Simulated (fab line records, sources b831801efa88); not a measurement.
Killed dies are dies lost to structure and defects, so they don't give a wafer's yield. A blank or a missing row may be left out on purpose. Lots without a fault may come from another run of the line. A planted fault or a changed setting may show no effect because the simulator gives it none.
Chamber matching | flow sky130 | SKY_VIA2_CMP_24 on cmp-02: 4 sister chambers
The step polishes, stops on SiO2, t overpolish 20 s, target thk 0 nm. 18 wafers are shown with their chamber, then 9 later ones without.

WAFERS WITH THEIR CHAMBER
wafer  | chamber | motor_current_A (A) | time_to_endpoint_s (s)
L569.3 | 2       | 11.2                | 98
L569.4 | 1       | 10.3                | 101
L569.6 | 1       | 10.2                | 97
L570.2 | 0       | 11.6                | 99
L570.4 | 3       | 12.2                | 100
L570.6 | 0       | 11.9                | 97
L572.1 | 3       | 12.3                | 94
L572.2 | 1       | 9.5                 | 103
L572.4 | 2       | 11.3                | 101
L575.2 | 2       | 11.9                | 101
L575.3 | 3       | 12.1                | 101
L575.4 | 1       | 9.6                 | 101
L576.1 | 1       | 9.6                 | 103
L576.3 | 2       | 11.8                | 100
L576.6 | 1       | 9.7                 | 105
L578.1 | 1       | 10.0                | 112
L578.5 | 1       | 9.9                 | 102
L578.6 | 0       | 11.3                | 109

SIGNATURES (means of the wafers above)
reading            | chamber 0 | chamber 1 | chamber 2 | chamber 3 | scatter within a chamber
motor_current_A    | 11.600    | 9.850     | 11.550    | 12.200    | 0.292
time_to_endpoint_s | 101.67    | 103.00    | 100.00    | 98.33     | 4.2
Rule: a wafer's distance from a chamber is the root of the sum, over the readings, of the square of ((its reading less the chamber's mean) divided by the reading's scatter). The wafer belongs to the nearest chamber; if the next one is less than 2 further off, it can't be placed. The scatter: the root of (the sum of the squares of (reading less its chamber's mean) over the shown wafers, divided by (wafers less chambers)).

WAFERS WITHOUT THEIR CHAMBER
wafer  | motor_current_A (A) | time_to_endpoint_s (s)
L588.1 | 12.2                | 100
L588.3 | 11.3                | 103
L588.6 | 12.6                | 102
L592.2 | 11.1                | 101
L592.4 | 9.7                 | 107
L592.6 | 11.7                | 109
L591.3 | 11.9                | 105
L591.5 | 12.3                | 104
L591.6 | 11.4                | 107

WHICH CHAMBER EACH WENT THROUGH
wafer  | from the rows above          | in truth
L588.1 | can't be placed: 3 or 0 or 2 | 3
L588.3 | can't be placed: 0 or 2      | 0
L588.6 | can't be placed: 3 or 0      | 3
L592.2 | can't be placed: 2 or 0      | 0
L592.4 | 1                            | 1
L592.6 | can't be placed: 0 or 2 or 3 | 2
L591.3 | can't be placed: 0 or 2 or 3 | 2
L591.5 | can't be placed: 3 or 0 or 2 | 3
L591.6 | can't be placed: 0 or 2 or 3 | 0
Placed correctly: 1 of 9. Can't be placed from these rows: 8 (the true chamber is among the candidates in 8). Placed wrongly: 0.
